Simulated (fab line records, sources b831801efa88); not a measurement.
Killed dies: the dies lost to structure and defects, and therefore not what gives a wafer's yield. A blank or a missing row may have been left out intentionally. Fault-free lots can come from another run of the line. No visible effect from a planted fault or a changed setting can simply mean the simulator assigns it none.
A struck lot beside a sound one | flow gf180mcu | 20 steps out of a route of 602
Sound: these wafers, L182.2, L182.4, L182.5. Struck: wafers L189.1, L189.4, L189.6. Last of all comes the cause.
At each step with rows: each side's tool, then ch and its chambers, then its first start. Under that, the readings that differ: sound wafers | struck wafers | difference of the means | sigmas: that difference in standard deviations of wafers without a fault.
alike: a reading whose means differ by less than 2 such deviations, as well as words and numbers matching on both sides. not compared: withheld readings; readings where some wafer has no value; bounds like >300 that might hide an equal value; numbers whose values overlap and for which the record gives no deviation.
The two part at a step that has a row with sigmas, a row that says differs or no value, or rows on one side only. Non-overlapping numbers with no deviation appear without sigmas and do not part them. Lack of a reading on every wafer of one side parts them only where that side has two or more wafers.

first, 1 step without rows for these wafers: GF_DUAL_GATE_WET_ETCH_12 (etches SiO2 in dHF, target depth 13 nm, time 260 s).
GF_DUAL_GATE_STRIP_13: strips in O2/N2.
  sound on plasma_asher-01 ch 0,1, day 8 18:41; struck on plasma_asher-01 ch 0,1, day 11 01:53
  alike: chamber_pressure_mTorr, drypump_motor_current_A, heater_power_w, oes_product_au, strip_time_to_endpoint_s
  not compared: rf_hours_counter_h
then, 3 steps without rows for these wafers: GF_DUAL_GATE_CLEAN_14 (cleans in SC1/SC2, time 150 s); GF_DUAL_GATE_OXIDATION_15 (stabilise 600 s, purge 300 s, target thk 7.098 nm); GF_POLY_GATE_CVD_00 (deposits poly-Si, target thk 200 nm, time 1200 s).
GF_POLY_GATE_THK_MEAS_01:
  struck on film_metro-04, day 11 05:21; sound on film_metro-04, day 9 02:53
  alike: POLY_GATE_CVD_00_THK
then, 6 steps without rows for these wafers: GF_POLY_GATE_DEHYDRATE_02 (time 60 s); GF_POLY_GATE_HMDS_03 (prime time 60 s); GF_POLY_GATE_COAT_04; GF_POLY_GATE_COAT_05 (resist thk 700 nm); GF_POLY_GATE_SOFTBAKE_06 (time 60 s); GF_POLY_GATE_EXPOSE_07 (exposes mask Poly2, target cd 280 nm).
GF_POLY_GATE_PEB_08: peb time 90 s.
  sound on litho_track-02 ch 0, day 9 20:13; struck on litho_track-03 ch 0, day 12 00:15
  alike: exhaust_pa
then, 1 step without rows for these wafers: GF_POLY_GATE_DEVELOP_09 (develop time 60 s).
GF_POLY_GATE_CD_MEAS_10: target cd 280 nm.
  struck on cd_sem-01, day 12 00:36; sound on cd_sem-01, day 9 20:32
  reading    | sound             | struck            | difference | sigmas
  cd_nm (nm) | 277.3 278.6 277.8 | 274.1 275.1 274.4 | -3.4       | -3
GF_POLY_GATE_OVL_MEAS_11:
  struck on overlay-01, day 12 00:43; sound on overlay-02, day 9 20:39
  alike: POLY_GATE_OVL
GF_POLY_GATE_ETCH_12: etches BARC in N2/H2.
  sound on rie_diel-04 ch 0,1, day 9 20:41; struck on rie_diel-02 ch 0,2,3, day 12 00:46
  reading                    | sound             | struck          | difference | sigmas
  model.POLY_GATE.cd_nm (nm) | 278.1 277.2 278.8 | 272.2 273.9 274 | -4.7       |
  alike: bias_w, chamber_pressure_mTorr, drypump_motor_current_A, oes_product_au, throttle_valve_pct
GF_POLY_GATE_ETCH_13: etches poly-Si in HBr/Cl2, stops on SiO2, target depth 198.5 nm, time 69.6 s.
  sound on rie_si-02 ch 0,3, day 9 20:44; struck on rie_si-01 ch 0,3, day 12 00:49
  reading                    | sound           | struck          | difference | sigmas
  model.POLY_GATE.cd_nm (nm) | 277.2 276.4 278 | 271.3 274.4 273 | -4.3       |
  alike: bias_w, chamber_pressure_mTorr, drypump_motor_current_A, oes_product_au, throttle_valve_pct
  not compared: rf_hours_counter_h
GF_POLY_GATE_STRIP_14: strips in O2/N2.
  sound on plasma_asher-01 ch 0,1, day 9 20:47; struck on plasma_asher-01 ch 1, day 12 00:52
  alike: chamber_pressure_mTorr, drypump_motor_current_A, heater_power_w, oes_product_au
  not compared: rf_hours_counter_h
next, for these wafers, 1 step has no rows: GF_PASSIVATION_PROBE_99.

WHERE THEY PART
Within this record, at GF_POLY_GATE_CD_MEAS_10 only. Later steps at which nothing parts them and some readings are alike: GF_POLY_GATE_OVL_MEAS_11, GF_POLY_GATE_ETCH_12, GF_POLY_GATE_ETCH_13, GF_POLY_GATE_STRIP_14.

WHY: whatever the simulator had introduced
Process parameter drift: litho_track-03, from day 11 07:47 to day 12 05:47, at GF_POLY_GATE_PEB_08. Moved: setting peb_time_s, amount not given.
